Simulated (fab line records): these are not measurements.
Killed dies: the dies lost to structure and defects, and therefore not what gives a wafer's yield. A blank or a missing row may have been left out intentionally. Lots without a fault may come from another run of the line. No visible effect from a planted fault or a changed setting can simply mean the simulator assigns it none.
Chamber matching | flow gf180mcu | GF_V5_CVD_02 on pecvd-04: 3 sister chambers
The step deposits SiO2 from TEOS, target thk 1450 nm, time 163.28 s. 6 wafers are shown with their chamber, then 8 later ones without.

== WAFERS PAIRED WITH THEIR CHAMBERS ==
wafer  | chamber | heater_power_w (W)
L084.1 | 2       | 838
L084.4 | 0       | 581
L085.1 | 1       | 672
L085.2 | 0       | 570
L085.3 | 2       | 709
L086.2 | 1       | 718

== WAFERS MISSING THEIR CHAMBER ==
wafer  | heater_power_w (W)
L086.4 | 767
L086.6 | 696
L087.1 | 727
L087.3 | 831
L087.4 | 792
L097.1 | 746
L097.2 | 746
L097.5 | 629

== EACH ONE'S CHAMBER ==
wafer  | from the rows above          | in truth
L086.4 | can't be placed: 2 or 1      | 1
L086.6 | can't be placed: 1 or 2      | 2
L087.1 | can't be placed: 1 or 2      | 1
L087.3 | can't be placed: 2 or 1      | 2
L087.4 | can't be placed: 2 or 1      | 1
L097.1 | can't be placed: 2 or 1      | 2
L097.2 | can't be placed: 2 or 1      | 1
L097.5 | can't be placed: 0 or 1 or 2 | 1
Correct placement for 0 of the 8. Not placeable from these rows: 8 (in 8, the candidates include the true chamber). Placed wrongly: 0.
How it was worked out, from the rows above alone: a wafer's distance from a chamber is the root of the sum, over the readings, of the square of ((its reading less the chamber's mean) divided by the reading's scatter). If the next closest chamber is less than 2 further off than the closest, the wafer can't be placed; otherwise it belongs to the closest. For every chamber, the mean is computed from those of its wafers that are shown. The scatter is the square root of a quotient: the sum, over the shown wafers, of each reading's squared deviation from its chamber's mean, divided by wafers minus chambers.
